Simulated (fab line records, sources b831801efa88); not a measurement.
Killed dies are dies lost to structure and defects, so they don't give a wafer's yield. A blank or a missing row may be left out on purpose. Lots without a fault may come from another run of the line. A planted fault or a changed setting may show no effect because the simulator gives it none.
Problem report in the 8D (eight disciplines) form, filled by code | flow sky130 | the parts of the form that need people (team, actions taken, sign-off) are left out

1. THE PROBLEM
GATE_OXIDE_OXIDATION_00_THK at SKY_GATE_OXIDE_THK_MEAS_02 reads a mean of 8.84 nm on 6 wafers of 2 lots; wafers without a fault read 10.34 nm with a standard deviation of 0.2. That is -7.5 standard deviations from the usual mean.
First seen on wafer L703.2, day 16 19:08, on film_metro-03. The record holds 39 wafers of 13 lots with a number at this step. Rule for "out", or "out of limits": more than 4 standard deviations from the usual mean. The other wafers with a number count as sound.

2. WHAT IT IS AND WHAT IT IS NOT
question                    | is                           | is not
which readings at this step | GATE_OXIDE_OXIDATION_00_THK  | -
which lots                  | L703, L705                   | L691, L692, L693, L695, L697, L698, L699, L708, L711, L712, L713
which wafers of those lots  | all that have a number       | -
read on which gauges        | film_metro-03, film_metro-04 | film_metro-01
when                        | from day 16 19:08            | up to then (21 sound wafers); but 12 sound wafers of L708, L711, L712, L713 came after

3. SUSPECTS, AND WHAT RULES EACH OUT
Counting: a tool at a process step up to the reading stays a suspect if it ran every lot that is out and no sound lot after the first of them.
- the gauge at SKY_GATE_OXIDE_THK_MEAS_02: ruled out. The wafers that are out were read on 2 gauges (film_metro-03, film_metro-04).
- furnace-01 at SKY_GATE_OXIDE_OXIDATION_01 (stabilise 600 s, purge 300 s, target thk 10.268 nm): ruled out as a lasting fault. Sound lots L713 ran on it after its first lot that is out, L703 (day 16 17:43).
Left after counting: nothing in the record.

4. THE CAUSE (what the simulator had put in)
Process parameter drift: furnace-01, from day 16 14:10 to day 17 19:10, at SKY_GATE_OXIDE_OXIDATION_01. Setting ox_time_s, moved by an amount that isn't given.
Counting ruled it out, wrongly: the rule takes a fault to strike every lot that its tool runs from its start on, and this one did not.

5. THE CHAIN OF EFFECTS, in route order
Each row: a reading whose mean over the struck wafers that have a number lies more than 3 standard deviations from the usual. Only readings for which the record gives a usual standard deviation are gone through. hours: the time from each lot's start at the first step in this table that gives one to its start at this step, as a median over the lots. sigmas: the change in usual standard deviations.
hours | step                       | reading                     | usual    | on struck wafers | change | sigmas
0     | SKY_GATE_OXIDE_THK_MEAS_02 | GATE_OXIDE_OXIDATION_00_THK | 10.34 nm | 8.84             | -1.50  | -7.5

6. WHAT WOULD HAVE CAUGHT IT SOONER
In this record the first reading out of limits at a measuring or inspecting step was taken at day 16 19:08, 5 hours after the fault began at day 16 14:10.
Of the tool readings at SKY_GATE_OXIDE_OXIDATION_01 for which the record gives a usual standard deviation, none was out on any struck wafer, so an alarm limit of 4 standard deviations on them would not have fired.
